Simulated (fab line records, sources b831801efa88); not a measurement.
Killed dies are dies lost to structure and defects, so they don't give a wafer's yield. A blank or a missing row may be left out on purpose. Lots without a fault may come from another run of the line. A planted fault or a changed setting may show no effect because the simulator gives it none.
fab line records | flow sky130
record lots=6 wafers=18 last_day=50
route steps=708 shown SD_N@344 SD_P@359 RES_XHIGH@360 PAD_OPEN@708
lots that met no fault: from a run of the same line without faults
start_h: hours from the record's first day to the start of the lot's first wafer shown | wait_h: hours since the lot's step before | " the same as in the row above | L1.1+2: a row that stands for several wafers | - no value, or no start given | * or withheld: withheld | < > ~ a bound
route shown NAME@n: a module of which the file shows steps, and the number in the route of the first | usual: mean/standard deviation of fault-free wafers | same: alike in all rows | chamber/n: place in a boat | sites: the reading at each site | _std_site: their standard deviation | _edge_site: outer sites' mean less inner sites' | radius_mm: how far each site lies from the wafer's centre | mask NAME#n: copy n | behind: the tool/chamber that last shaped the wafer | hold: why the lot was held/for how many hours/how that ended | device: the transistor (n, p or np) that didn't switch | end of line: the same wafers' tests at the end of the route | a step without rows: its recipe alone | killed: dies lost to structure and defects at the first sort, not the wafer's yield | map: a wafer's dies, x killed, . not, _ none there
set.NAME: the setting as run; set.NAME@STEP: as run at that earlier step | model.NAME: the simulator's own value behind a step, which no gauge read
lots at some steps of the route; a table a step, a row a wafer
services: from which hour (start_h, from the record's first day; less than 0 if before it) a tool's chamber was out of use, for how many hours, and why
## steps
# step SKY_SD_N_COAT_02
# recipe resist=NOVOLAK spin_rpm=3000 resist_thk_nm=1140
# step SKY_SD_N_SOFTBAKE_03
# recipe temp_c=90 time_s=60 resist=NOVOLAK
# step SKY_SD_N_EXPOSE_04
# recipe mask_id=NSDM na=0.6 source_shape=conventional sigma_outer=0.6 polarization=unpolarized target_cd_nm=380 dose_mj=141
# step SKY_SD_N_PEB_05
# recipe temp_c=withheld time_s=* resist=NOVOLAK
# step SKY_SD_N_DEVELOP_06
# recipe resist=NOVOLAK developer=TMAH develop_time_s=60 dev_temp_c=23
# step SKY_SD_N_CD_MEAS_07
# recipe target_cd_nm=380
# usual cd_nm=380.0/2.6
# columns lot.wafer tool chamber start_h wait_h cd_nm
L731.2 cd_sem-01 - 658.49 0.1 377.7
L731.3 " - " " 380.2
L731.6 " - " " 379.9
L736.1 cd_sem-01 - 692.72 0.1 378.5
L736.2 " - " " 380.9
L736.4 " - " " 383.0
L738.2 cd_sem-01 - 703.95 0.1 381.7
L738.4 " - " " 382.8
L738.5 " - " " 385.0
L746.3 cd_sem-02 - 776.67 0.1 376.9
L746.4 " - " " 378.2
L746.6 " - " " 378.3
L748.2 cd_sem-01 - 806.95 0.1 379.1
L748.4 " - " " 377.2
L748.5 " - " " 379.2
L751.1 cd_sem-02 - 808.67 0.1 381.1
L751.2 " - " " 381.0
L751.3 " - " " 378.9
# step SKY_SD_N_OVL_MEAS_08
# usual SD_N_OVL=-1.9/1.3
# columns lot.wafer tool chamber start_h wait_h SD_N_OVL[nm]
L731.2 overlay-02 - 658.59 0.1 -0.1
L731.3 " - " " 0.5
L731.6 " - " " -2.1
L736.1 overlay-01 - 692.84 0.1 -2.9
L736.2 " - " " -0.7
L736.4 " - " " -2.2
L738.2 overlay-01 - 704.05 0.1 -3.0
L738.4 " - " " -2.3
L738.5 " - " " -3.0
L746.3 overlay-01 - 776.76 0.1 -2.6
L746.4 " - " " -5.0
L746.6 " - " " -3.9
L748.2 overlay-01 - 807.06 0.1 -4.1
L748.4 " - " " -4.5
L748.5 " - " " -5.5
L751.1 overlay-01 - 808.79 0.1 -2.1
L751.2 " - " " -2.3
L751.3 " - " " -2.7
# step SKY_SD_N_IMPLANT_09
# recipe species=As energy_kev=50 dose_cm2=4e+15 tilt_deg=0
# step SKY_SD_N_IMPLANT_10
# recipe species=P energy_kev=20 dose_cm2=1e+14 tilt_deg=0
# step SKY_SD_N_STRIP_11
# recipe chemistry=O2/N2 power_w=1400 pressure_mtorr=1500 platen_temp_c=withheld o2_flow_sccm=3000 n2_flow_sccm=300 overash_fraction=0.5
# usual drypump_motor_current_A=6.1/0.53 n2_flow_sccm=300.0/0.85 oes_product_au=0.527/0.005 strip_time_to_endpoint_s=22.55/0.037
# columns lot.wafer tool chamber start_h wait_h drypump_motor_current_A n2_flow_sccm oes_product_au rf_hours_counter_h strip_time_to_endpoint_s
L731.2 plasma_asher-02 0 658.92 0.1 6.8 300.6 0.519 22 22.57
L731.3 " 0 " " 6.8 300.3 0.525 - 22.57
L731.6 " 1 " " 5.5 299.6 0.524 - 22.59
L736.1 plasma_asher-04 1 693.17 0.1 5.8 300.0 0.529 86 22.62
L736.2 " 0 " " 6.5 301.2 0.534 86 22.59
L736.4 " 1 " " 5.8 298.7 0.527 - 22.63
L738.2 plasma_asher-01 0 704.38 0.1 5.4 299.7 0.522 60 22.55
L738.4 " 1 " " 6.4 299.7 0.528 - 22.59
L738.5 " 1 " " 6.4 298.3 0.526 - 22.60
L746.3 plasma_asher-02 0 777.12 0.1 6.8 301.5 0.523 - 22.60
L746.4 " 1 " " 5.5 300.3 0.522 - 22.61
L746.6 " 0 " " 6.8 302.0 0.527 - 22.57
L748.2 plasma_asher-02 0 807.39 0.1 6.8 300.0 0.531 37 22.57
L748.4 " 0 " " 6.8 300.3 0.530 - 22.60
L748.5 " 0 " " 6.8 300.4 0.530 - 22.59
L751.1 plasma_asher-01 1 809.12 0.1 6.3 300.3 0.529 71 22.47
L751.2 " 0 " " 5.3 300.4 0.529 71 22.49
L751.3 " 0 " " 5.4 300.5 0.527 - 22.48
# step SKY_SD_N_TW_MEAS_12
# usual SD_N_TW=3975/37
# columns lot.wafer tool chamber start_h wait_h SD_N_TW
L731.2 film_metro-03 - 659.03 0.1 3955
L731.3 " - " " 3942
L731.6 " - " " 3980
L736.1 film_metro-02 - 693.27 0.1 3944
L736.2 " - " " 3958
L736.4 " - " " 3986
L738.2 film_metro-02 - 704.49 0.1 3928
L738.4 " - " " 3912
L738.5 " - " " 3941
L746.3 film_metro-02 - 777.21 0.1 3995
L746.4 " - " " 3980
L746.6 " - " " 3977
L748.2 film_metro-01 - 807.50 0.1 4023
L748.4 " - " " 4034
L748.5 " - " " 4028
L751.1 film_metro-02 - 809.22 0.1 3978
L751.2 " - " " 3984
L751.3 " - " " 3995
# step SKY_SD_N_CLEAN_13
# recipe chemistry=SC1/SC2 mix=1:4:20 temp_c=70 time_s=150 dry=n2_spin
# step SKY_SD_N_RTA_14
# recipe temp_c=1075 time_s=2 idle_temp_c=650 ramp_up_c_per_s=150 ramp_down_c_per_s=90 ambient=N2
# usual chamber_o2_ppm=2.008/0.019 lamp_power_pct=15.74/0.051 ramp_down_c_per_s=90.002/0.017 wafer_temp_C_max=1078.1/1.3
# columns lot.wafer tool chamber start_h wait_h chamber_o2_ppm lamp_power_pct ramp_down_c_per_s wafer_temp_C_max
L731.2 rtp_anneal-01 0 659.14 0.0 2.014 15.74 89.982 1077.9
L731.3 " 0 " " 2.007 15.72 90.007 1078.0
L731.6 " 0 " " 1.968 15.66 90.010 1079.2
L736.1 rtp_anneal-02 0 693.39 0.0 1.997 15.84 90.028 1083.9
L736.2 " 0 " " 2.036 15.80 89.988 1087.5
L736.4 " 0 " " 1.998 15.85 90.023 1087.3
L738.2 rtp_anneal-02 0 704.60 0.0 1.989 15.84 90.003 1087.1
L738.4 " 0 " " 1.995 15.87 90.007 1087.0
L738.5 " 0 " " 2.015 15.72 90.014 1084.1
L746.3 rtp_anneal-02 0 777.32 0.0 2.008 15.74 90.003 1076.1
L746.4 " 0 " " 1.977 15.75 89.964 1076.2
L746.6 " 0 " " 1.982 15.69 89.992 1078.9
L748.2 rtp_anneal-02 0 807.61 0.0 1.993 15.80 89.975 1076.8
L748.4 " 0 " " 2.024 15.71 90.011 1076.5
L748.5 " 0 " " 1.991 15.79 90.009 1080.3
L751.1 rtp_anneal-01 0 809.33 0.0 2.014 15.57 90.002 1077.3
L751.2 " 0 " " 2.018 15.85 89.975 1077.2
L751.3 " 0 " " 2.052 15.70 89.989 1078.8
# step SKY_SD_N_RS_MEAS_16
# recipe thk_meas_gauge=four-point-probe
# usual SD_N_RS=68.67/0.13
# columns lot.wafer tool chamber start_h wait_h SD_N_RS[ohm/sq]
L731.2 film_metro-01 - 659.33 0.1 68.68
L731.3 " - " " 68.66
L731.6 " - " " 68.78
L736.1 film_metro-01 - 693.61 0.1 67.36
L736.2 " - " " 67.25
L736.4 " - " " 67.48
L738.2 film_metro-03 - 704.79 0.1 67.30
L738.4 " - " " 67.09
L738.5 " - " " 67.24
L746.3 film_metro-01 - 777.51 0.1 68.69
L746.4 " - " " 68.53
L746.6 " - " " 68.64
L748.2 film_metro-03 - 807.79 0.1 68.72
L748.4 " - " " 68.76
L748.5 " - " " 68.58
L751.1 film_metro-02 - 809.51 0.1 68.39
L751.2 " - " " 68.48
L751.3 " - " " 68.65
# step SKY_SD_N_RS_MEAS_17
# recipe thk_meas_gauge=four-point-probe
# usual SD_P_RS=147.4/0.38
# columns lot.wafer tool chamber start_h wait_h SD_P_RS[ohm/sq]
L731.2 film_metro-01 - 659.45 0.1 147.5
L731.3 " - " " 147.3
L731.6 " - " " 147.8
L736.1 film_metro-01 - 693.73 0.1 140.3
L736.2 " - " " 140.1
L736.4 " - " " 140.5
L738.2 film_metro-03 - 704.91 0.1 140.2
L738.4 " - " " 140.1
L738.5 " - " " 140.2
L746.3 film_metro-01 - 777.63 0.1 147.2
L746.4 " - " " 147.1
L746.6 " - " " 147.1
L748.2 film_metro-03 - 807.91 0.1 147.5
L748.4 " - " " 147.4
L748.5 " - " " 147.6
L751.1 film_metro-02 - 809.63 0.1 147.2
L751.2 " - " " 147.4
L751.3 " - " " 147.6
# step SKY_SD_N_RS_MEAS_18
# recipe thk_meas_gauge=four-point-probe
# usual RES_XHIGH_RS=330.1/1
# columns lot.wafer tool chamber start_h wait_h RES_XHIGH_RS[ohm/sq]
L731.2 film_metro-01 - 659.57 0.1 329.6
L731.3 " - " " 328.6
L731.6 " - " " 329.0
L736.1 film_metro-01 - 693.85 0.1 331.9
L736.2 " - " " 330.5
L736.4 " - " " 331.2
L738.2 film_metro-03 - 705.03 0.1 332.3
L738.4 " - " " 330.0
L738.5 " - " " 330.9
L746.3 film_metro-01 - 777.75 0.1 329.4
L746.4 " - " " 329.7
L746.6 " - " " 331.1
L748.2 film_metro-03 - 808.03 0.1 329.0
L748.4 " - " " 329.6
L748.5 " - " " 330.9
L751.1 film_metro-02 - 809.75 0.1 330.3
L751.2 " - " " 330.2
L751.3 " - " " 331.0
# step SKY_PAD_OPEN_PROBE_99
# usual killed_at_M0_to_M3=43/6.8 killed_at_M4_up=3.3/1.8 killed_at_contacts=25/5.9 killed_at_front_end=16/4.2 killed_at_other=0.3/0.69 killed_dies=87/8.6 killed_open=48/6.3 killed_short=39/5.3
# same gross_dies=492 killed_at_back_side=0
# columns lot.wafer tool chamber start_h wait_h killed_at_M0_to_M3 killed_at_M4_up killed_at_contacts killed_at_front_end killed_at_other killed_dies killed_open killed_short model.etest.res_xhigh_po.line_ohm_um model.etest.res_xhigh_po.rs_ohm_sq model.etest.pfet_01v8.r_on_ohm_um model.etest.res_pdiff.line_ohm_um model.etest.res_high_po.line_ohm_um model.etest.licon_high_po.rc_ohm model.etest.res_high_po.rs_ohm_sq model.etest.res_pdiff_hv.rs_ohm_sq
L731.2 prober-01 - 1085.73 0.1 48 5 19 11 1 84 47 36 5958 2121 3036 1372 762.6 370.9 267.9 193.5
L731.3 prober-01 - 1085.78 0.2 44 5 16 15 0 80 44 36 5774 2019 2939 1366 741.4 350.1 263.2 191.6
L731.6 prober-01 - 1085.93 0.2 40 2 22 18 0 82 44 36 5848 2074 2953 1348 747.4 366.7 263.4 193.2
L736.1 prober-01 - 1114.85 0.1 36 4 28 18 0 86 45 41 5391 1900 2731 1344 725.8 319.8 249 181.1
L736.2 prober-01 - 1114.90 0.1 36 2 24 15 1 78 44 34 5326 1896 2766 1294 706.5 324.4 253.4 182.5
L736.4 prober-01 - 1115.00 0.2 40 1 17 15 0 73 38 35 5083 1817 2763 1312 699.7 312.8 246.4 182.1
L738.2 prober-01 - 1118.35 0.1 45 3 18 19 1 86 44 42 5539 1957 2887 1340 719.9 341.2 252.4 182.5
L738.4 prober-01 - 1118.45 0.2 41 4 21 21 0 87 46 41 5308 1912 2958 1309 705.9 330.4 251.4 179.1
L738.5 prober-01 - 1118.50 0.2 46 3 22 16 0 87 47 40 5501 1884 2738 1326 715.8 308.6 249.9 182.1
L746.3 prober-02 - 1172.14 0.2 44 6 23 21 0 94 52 41 5612 1981 2934 1350 744.1 333 260.6 190.1
L746.4 prober-02 - 1172.19 0.2 53 2 23 14 1 93 49 40 5657 1982 2911 1360 742.3 335 261.1 191.9
L746.6 prober-02 - 1172.29 0.2 36 3 38 18 0 95 51 44 5688 1959 2835 1380 746 344.7 257.5 188.6
L748.2 prober-01 - 1185.20 0.1 41 1 27 10 3 82 38 44 5820 2023 2891 1391 751.4 352.2 264.4 190.1
L748.4 prober-01 - 1185.30 0.2 40 5 22 18 0 85 51 33 5815 2045 2981 1379 745.7 368.7 261.4 191.8
L748.5 prober-01 - 1185.35 0.2 52 3 29 15 1 100 53 47 5983 2071 2912 1368 753.8 342.2 265.7 190.4
L751.1 prober-01 - 1191.94 0.1 52 2 26 11 0 91 53 38 5636 1965 2960 1357 729.2 358.6 255.3 189.1
L751.2 prober-01 - 1191.99 0.1 48 4 12 20 0 84 42 42 5750 2007 2832 1329 741.4 351.2 258.3 187.5
L751.3 prober-01 - 1192.04 0.2 51 4 20 19 0 94 52 42 5541 1963 3008 1356 701.5 356.8 253.7 187.6
# killed by level:class
L731.2 VIA1:geometric_particle:open=16 CONTACT:geometric_particle:open=6 METAL2:geometric_particle:short=6 LI_CONTACT:geometric_particle:open=5 CONTACT:geometric_particle:short=5 VIA2:geometric_particle:open=5 METAL3:geometric_particle:short=5 VIA3:geometric_particle:open=5
L731.3 VIA1:geometric_particle:open=10 CONTACT:geometric_particle:open=6 FIELD_ISO:geometric_particle:short=5 LI_CONTACT:geometric_particle:open=5 METAL1:geometric_particle:short=5 VIA2:geometric_particle:open=5 VIA3:geometric_particle:open=5 VIA3:geometric_particle:short=4
L731.6 VIA3:geometric_particle:open=8 VIA1:geometric_particle:open=8 CONTACT:geometric_particle:open=6 METAL1:geometric_particle:short=6 VIA2:geometric_particle:open=6 CONTACT:geometric_particle:short=5 POLY_GATE:geometric_particle:short=4 POLY_GATE:geometric_particle:open=4
L736.1 CONTACT:geometric_particle:open=9 VIA1:geometric_particle:open=9 CONTACT:geometric_particle:short=8 POLY_GATE:geometric_particle:open=7 METAL1:geometric_particle:short=6 FIELD_ISO:geometric_particle:short=5 VIA3:geometric_particle:open=5 METAL2:geometric_particle:short=5
L736.2 VIA1:geometric_particle:open=14 CONTACT:geometric_particle:open=8 FIELD_ISO:geometric_particle:open=7 LI_CONTACT:geometric_particle:open=6 CONTACT:geometric_particle:short=6 FIELD_ISO:geometric_particle:short=5 VIA1:geometric_particle:short=4 METAL2:geometric_particle:short=4
L736.4 VIA1:geometric_particle:short=7 VIA1:geometric_particle:open=7 VIA2:geometric_particle:open=7 CONTACT:geometric_particle:open=5 CONTACT:geometric_particle:short=5 VIA3:geometric_particle:open=5 METAL1:geometric_particle:short=4 METAL3:geometric_particle:short=4
L738.2 VIA1:geometric_particle:open=13 METAL1:geometric_particle:short=7 CONTACT:geometric_particle:open=6 VIA2:geometric_particle:open=6 FIELD_ISO:geometric_particle:short=5 FIELD_ISO:geometric_particle:open=5 METAL2:geometric_particle:short=5 LI_CONTACT:geometric_particle:open=4
L738.4 VIA1:geometric_particle:open=9 CONTACT:geometric_particle:open=8 VIA2:geometric_particle:open=7 METAL1:geometric_particle:short=7 LI_CONTACT:geometric_particle:short=6 VIA1:geometric_particle:short=5 METAL2:geometric_particle:short=5 LI_CONTACT:geometric_particle:open=4
L738.5 METAL1:geometric_particle:short=7 LI_CONTACT:geometric_particle:open=7 CONTACT:geometric_particle:open=6 VIA1:geometric_particle:open=6 VIA3:geometric_particle:open=6 VIA3:geometric_particle:short=5 METAL2:geometric_particle:short=5 SPACER:geometric_particle:open=5
L746.3 VIA2:geometric_particle:open=12 CONTACT:geometric_particle:open=10 POLY_GATE:geometric_particle:short=9 LI_CONTACT:geometric_particle:open=8 VIA1:geometric_particle:open=7 METAL4:geometric_particle:short=6 METAL2:geometric_particle:short=6 VIA2:geometric_particle:short=4
L746.4 VIA1:geometric_particle:open=17 VIA3:geometric_particle:open=7 CONTACT:geometric_particle:open=6 METAL1:geometric_particle:short=6 VIA1:geometric_particle:short=6 METAL2:geometric_particle:short=6 LI_CONTACT:geometric_particle:open=5 CONTACT:geometric_particle:short=5
L746.6 CONTACT:geometric_particle:open=14 LI_CONTACT:geometric_particle:open=9 POLY_GATE:geometric_particle:short=8 VIA1:geometric_particle:open=8 LOCAL_INTERCONNECT:geometric_particle:short=7 VIA1:geometric_particle:short=7 POLY_GATE:geometric_particle:open=5 VIA3:geometric_particle:open=5
L748.2 CONTACT:geometric_particle:open=10 VIA1:geometric_particle:open=8 METAL2:geometric_particle:short=8 LOCAL_INTERCONNECT:geometric_particle:short=7 LI_CONTACT:geometric_particle:open=6 VIA1:geometric_particle:short=4 METAL3:geometric_particle:short=4 VIA3:geometric_particle:short=4
L748.4 FIELD_ISO:geometric_particle:open=9 VIA3:geometric_particle:open=7 LI_CONTACT:geometric_particle:open=7 VIA1:geometric_particle:open=7 VIA2:geometric_particle:short=6 VIA2:geometric_particle:open=6 CONTACT:geometric_particle:open=5 FIELD_ISO:geometric_particle:short=4
L748.5 METAL1:geometric_particle:short=12 VIA1:geometric_particle:open=11 CONTACT:geometric_particle:open=10 LI_CONTACT:geometric_particle:open=8 VIA3:geometric_particle:open=8 VIA3:geometric_particle:short=7 FIELD_ISO:geometric_particle:open=6 CONTACT:geometric_particle:short=5
L751.1 VIA2:geometric_particle:open=15 CONTACT:geometric_particle:open=8 LI_CONTACT:geometric_particle:open=7 METAL1:geometric_particle:short=7 VIA1:geometric_particle:open=6 VIA1:geometric_particle:short=6 FIELD_ISO:geometric_particle:open=5 METAL2:geometric_particle:short=5
L751.2 VIA1:geometric_particle:open=13 POLY_GATE:geometric_particle:short=6 VIA1:geometric_particle:short=6 VIA3:geometric_particle:open=6 METAL1:geometric_particle:short=5 POLY_GATE:geometric_particle:open=5 CONTACT:geometric_particle:open=5 METAL2:geometric_particle:short=5
L751.3 VIA1:geometric_particle:open=16 FIELD_ISO:geometric_particle:open=10 CONTACT:geometric_particle:open=8 VIA1:geometric_particle:short=7 METAL3:geometric_particle:short=6 VIA3:geometric_particle:open=6 FIELD_ISO:geometric_particle:short=5 VIA2:geometric_particle:short=5
## services
# columns tool chamber start_h hours kind
plasma_asher-02 - 717.01 0.7 repair
rtp_anneal-02 - 756.24 4.1 pm
rtp_anneal-01 - 782.81 9.0 pm
## key
first_sign step=SKY_SD_N_RTA_14 reading=wafer_temp_C_max direction=up sigmas=6 usual=* struck=*
effect step=SKY_SD_N_RTA_14 reading=lamp_power_pct direction=up sigmas=1.6 usual=15.74 struck=15.82
effect step=SKY_SD_N_RS_MEAS_16 reading=SD_N_RS direction=down sigmas=11 usual=68.67 struck=67.29
effect step=SKY_SD_N_RS_MEAS_17 reading=SD_P_RS direction=down sigmas=19 usual=147.4 struck=140.3
model_effect step=SKY_PAD_OPEN_PROBE_99 value=etest.res_xhigh_po.line_ohm_um without=5798 struck=5358
met_at SKY_SD_N_RTA_14
struck_wafers L736.1,L736.2,L736.4,L738.2,L738.4,L738.5
tester_left_out L736,L738
fault kind=process_parameter_drift tool=rtp_anneal-02 chamber=- onset_h=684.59 steps=SKY_SD_N_RTA_14 channel=temp_c offset=* shape=step end_h=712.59 acts_in=* stated=*
# tester_left_out: of these lots the tester's yield and bins aren't shown, on N5 and GAA mostly nor the transistor test; their killed dies are dies lost to structure and defects alone, not to doping, threshold or leakage, so they don't give the yield
